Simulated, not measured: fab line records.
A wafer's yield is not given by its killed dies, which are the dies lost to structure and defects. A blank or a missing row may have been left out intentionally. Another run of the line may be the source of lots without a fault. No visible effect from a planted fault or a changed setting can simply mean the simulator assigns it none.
Chamber matching -- flow sky130 -- rie diel-03 running SKY_POLY_GATE_ETCH_16: 4 sister chambers
The step etches Si3N4 in CH3F/O2, stops on poly-Si, time 147.5 s, target depth 75 nm. 16 wafers are shown with their chamber, then 8 later ones without.

EACH WAFER AND ITS CHAMBER
wafer,chamber,drypump motor current A (A),throttle valve pct (%),oes product au (a.u.)
L074.2,0,4.6,10.529,0.638
L074.4,1,5.0,10.536,0.650
L074.6,0,4.6,10.533,0.639
L075.1,3,5.8,10.552,0.642
L075.2,1,5.0,10.541,0.638
L075.4,2,6.0,10.533,0.647
L078.1,1,5.0,10.546,0.629
L078.5,1,5.0,10.528,0.638
L078.6,2,5.9,10.543,0.631
L080.1,1,5.0,10.532,0.643
L080.2,0,4.6,10.531,0.638
L080.5,3,5.8,10.534,0.639
L084.2,2,6.0,10.530,0.640
L084.4,1,5.0,10.532,0.642
L084.6,0,4.6,10.546,0.645
L092.1,1,5.0,10.529,0.648

SIGNATURES, as means of the wafers listed above
reading,chamber 0,chamber 1,chamber 2,chamber 3,scatter within a chamber
drypump motor current A,4.600,5.000,5.967,5.800,0.0236
throttle valve pct,10.53475,10.53486,10.53533,10.54300,0.0076
oes product au,0.64000,0.64114,0.63933,0.64050,0.00622
Rule: a wafer lies at a distance from a chamber equal to the root of the sum of squares, over the readings, of (its reading less the chamber's mean, divided by the reading's scatter). The wafer belongs to the nearest chamber; if the next one is less than 2 further off, it can't be placed. How the scatter is found: for the shown wafers, subtract from each reading the mean of its chamber, square and add these, divide the total by (wafers less chambers), then take the root.

WAFERS WITH NO CHAMBER GIVEN
wafer,drypump motor current A (A),throttle valve pct (%),oes product au (a.u.)
L092.3,6.0,10.540,0.633
L092.4,5.8,10.540,0.634
L093.2,4.6,10.530,0.634
L093.5,5.9,10.527,0.635
L093.6,5.0,10.537,0.624
L094.1,4.6,10.551,0.646
L094.4,5.0,10.538,0.642
L094.6,5.0,10.553,0.639

THE CHAMBER EACH PASSED THROUGH
wafer,from the rows above,in truth
L092.3,2,2
L092.4,3,3
L093.2,0,0
L093.5,can't be placed: 2 or 3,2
L093.6,1,1
L094.1,0,0
L094.4,1,1
L094.6,1,1
Placed correctly: 7 of 8. Not placeable from these rows: 1 (in 1, the candidates include the true chamber). Number placed wrongly: 0.
